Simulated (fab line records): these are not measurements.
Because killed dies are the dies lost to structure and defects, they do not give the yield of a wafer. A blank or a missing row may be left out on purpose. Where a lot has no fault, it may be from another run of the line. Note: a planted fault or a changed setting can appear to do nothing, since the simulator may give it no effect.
Which tool was responsible? + flow gf180mcu + 6 lots, 18 wafers sampled, at 4 steps of a route of 602

== WHAT EACH GAUGE READ, for each wafer ==
GF_M1_RS_MEAS_05: the measuring method here is four-point-probe.
| lot  | measured     | on            | M1_ALCU_RS (ohm/sq)  |
|------|--------------|---------------|----------------------|
| L863 | day 17 17:12 | film_metro-01 | 0.0698 0.0696 0.0698 |
| L865 | day 18 07:04 | film_metro-02 | 0.0695 0.0698 0.0702 |
| L869 | day 19 23:54 | film_metro-02 | 0.0701 0.0699 0.0704 |
| L876 | day 22 11:41 | film_metro-02 | 0.2661 0.0699 0.2496 |
| L878 | day 23 01:28 | film_metro-02 | 0.0699 0.0703 0.0699 |
| L884 | day 24 22:00 | film_metro-01 | 0.0698 0.0692 0.0701 |

== WHAT TOOL EACH LOT RAN ON (gives the tool, then ch and the chambers of the sampled wafers, and finally the start) ==
| lot  | GF_CONTACT_SPUTTER_23        | GF_M1_SPUTTER_01             | GF_M1_SPUTTER_02             |
|------|------------------------------|------------------------------|------------------------------|
| L863 | pvd_sputter-03, day 17 16:22 | pvd_sputter-01, day 17 17:05 | pvd_sputter-01, day 17 17:07 |
| L865 | pvd_sputter-03, day 18 06:13 | pvd_sputter-01, day 18 06:56 | pvd_sputter-01, day 18 06:58 |
| L869 | pvd_sputter-01, day 19 23:04 | pvd_sputter-02, day 19 23:47 | pvd_sputter-02, day 19 23:49 |
| L876 | pvd_sputter-03, day 22 10:49 | pvd_sputter-02, day 22 11:32 | pvd_sputter-02, day 22 11:34 |
| L878 | pvd_sputter-04, day 23 00:38 | pvd_sputter-01, day 23 01:21 | pvd_sputter-01, day 23 01:23 |
| L884 | pvd_sputter-01, day 24 21:10 | pvd_sputter-01, day 24 21:53 | pvd_sputter-01, day 24 21:55 |
- GF_CONTACT_SPUTTER_23: material TiN, target thk 10 nm, time 40 s.
- GF_M1_SPUTTER_01: material TiN, target thk 30 nm, time 25 s.
- GF_M1_SPUTTER_02: material AlCu, target thk 450 nm, time 23.9 s.

== THE ANSWER, worked out from the rows above alone ==
Rule: the lots themselves supply what counts as usual. The widest of any qualifying gaps counts: lots, ordered by their means at a reading, are off when they make up no more than a third of the lots, leave a main group of 4 or more, and stand apart from it by 3 or more times the standard deviation of that group's means. If all means in a main group match to the digits the tables above print for the reading, that group is not used. A lot without any number at a reading at which 4 lots or more have one is off too. Where the step has rows for the other lots, those lots are counted as sound.
Off: L876, at GF_M1_RS_MEAS_05 (M1_ALCU_RS). For the main group the mean is 0.0699 ohm/sq and the standard deviation 0.00017.
If a tool, at a process step before that reading, ran all the lots that are off and no sound lot after the first of them, it fits. Gauges at GF_M1_RS_MEAS_05: tried the same way as those tools. Undecided on this evidence; 2 tools fit (pvd_sputter-03 at GF_CONTACT_SPUTTER_23, pvd_sputter-02 at GF_M1_SPUTTER_01 and GF_M1_SPUTTER_02).

== WHAT HAD BEEN PUT IN BY THE SIMULATOR ==
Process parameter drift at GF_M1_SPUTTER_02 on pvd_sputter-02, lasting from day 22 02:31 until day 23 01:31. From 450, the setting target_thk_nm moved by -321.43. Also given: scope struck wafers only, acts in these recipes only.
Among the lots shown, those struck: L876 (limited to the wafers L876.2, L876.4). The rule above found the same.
